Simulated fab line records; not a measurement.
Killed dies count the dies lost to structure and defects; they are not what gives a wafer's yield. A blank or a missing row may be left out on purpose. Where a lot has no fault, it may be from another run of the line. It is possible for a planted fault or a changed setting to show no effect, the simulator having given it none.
Lot-split experiment | flow gf180mcu | route with 602 steps; 5 lots, 23 wafers read

== ABOUT THE SPLIT ==
At GF_STI_OXIDATION_01 (stabilise 600 s, purge 300 s, target thk 10 nm), the setting ox time s was moved away from the recipe's 1418 s on 15 of the 23 wafers read, by -9.4% to +4.0%. For the rest of the wafers, this setting stayed at what the recipe calls for.

There is no step in the file separating the split from the reading.

== THE READING ==
Values of STI_OXIDATION_THK in nm from GF_STI_THK_MEAS_02. On this fab line, fault-free wafers typically give 10.08 nm with a standard deviation of 0.14 nm.

wafer  | tool, chamber at the split | ox time s as run, s | against the recipe | STI_OXIDATION_THK, nm | against lot-mates on the recipe
L077.1 | -, -                       | 1475                | +4.0%              | 10.24                 | no lot-mate on the recipe
L077.3 | -, -                       | 1475                | +4.0%              | 10.21                 | no lot-mate on the recipe
L077.4 | -, -                       | 1475                | +4.0%              | 10.20                 | no lot-mate on the recipe
L077.5 | -, -                       | 1475                | +4.0%              | 10.24                 | no lot-mate on the recipe
L077.6 | -, -                       | 1475                | +4.0%              | 10.29                 | no lot-mate on the recipe
L078.1 | -, -                       | 1357                | -4.3%              | 9.79                  | no lot-mate on the recipe
L078.3 | -, -                       | 1357                | -4.3%              | 9.75                  | no lot-mate on the recipe
L078.4 | -, -                       | 1357                | -4.3%              | 9.59                  | no lot-mate on the recipe
L078.5 | -, -                       | 1357                | -4.3%              | 9.72                  | no lot-mate on the recipe
L078.6 | -, -                       | 1357                | -4.3%              | 9.70                  | no lot-mate on the recipe
L080.2 | furnace-01, 0              | 1418                | recipe             | 9.95                  | -
L080.3 | furnace-01, 0              | 1418                | recipe             | 9.87                  | -
L080.4 | furnace-01, 0              | 1418                | recipe             | 10.29                 | -
L082.1 | -, -                       | 1418                | recipe             | 9.96                  | -
L082.2 | -, -                       | 1418                | recipe             | 10.02                 | -
L082.3 | -, -                       | 1418                | recipe             | 9.99                  | -
L082.4 | -, -                       | 1418                | recipe             | 10.07                 | -
L082.6 | -, -                       | 1418                | recipe             | 9.99                  | -
L083.1 | -, -                       | 1285                | -9.4%              | 9.57                  | no lot-mate on the recipe
L083.2 | -, -                       | 1285                | -9.4%              | 9.44                  | no lot-mate on the recipe
L083.3 | -, -                       | 1285                | -9.4%              | 9.44                  | no lot-mate on the recipe
L083.4 | -, -                       | 1285                | -9.4%              | 9.53                  | no lot-mate on the recipe
L083.5 | -, -                       | 1285                | -9.4%              | 9.51                  | no lot-mate on the recipe

THE FIT
A straight line over all 23 wafers: STI_OXIDATION_THK changes by +0.0566 nm for each +1% of ox time s; r = +0.95; the points scatter about the line by 0.089 nm.
Too few moved wafers with a lot-mate on the recipe to fit a line net of each lot's own level.

== THE WHOLE CHAIN: every reading that the file lists as answering this split, in the file's order ==
step                | what it does                                            | reading                                                                          | change (the file's fit)                | r (the file's)
GF_STI_OXIDATION_01 | stabilise 600 s, purge 300 s, target thk 10 nm          | SiO2_of_STI_OXIDATION_01.thk nm (the simulator's own value, which no gauge read) | +0.056 nm for each +1% of the setting  | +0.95
GF_STI_THK_MEAS_02  |                                                         | STI_OXIDATION_THK                                                                | +0.0566 for each +1% of the setting    | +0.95
GF_STI_WET_ETCH_27  | etches Si3N4 in H3PO4, target depth 160 nm, time 1825 s | SiO2_of_STI_OXIDATION_01.thk nm (the simulator's own value, which no gauge read) | +0.0552 nm for each +1% of the setting | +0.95

== FILE'S OWN FIT ==
STI_OXIDATION_THK changes by +0.0566 nm for each +1% of ox time s, r = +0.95.
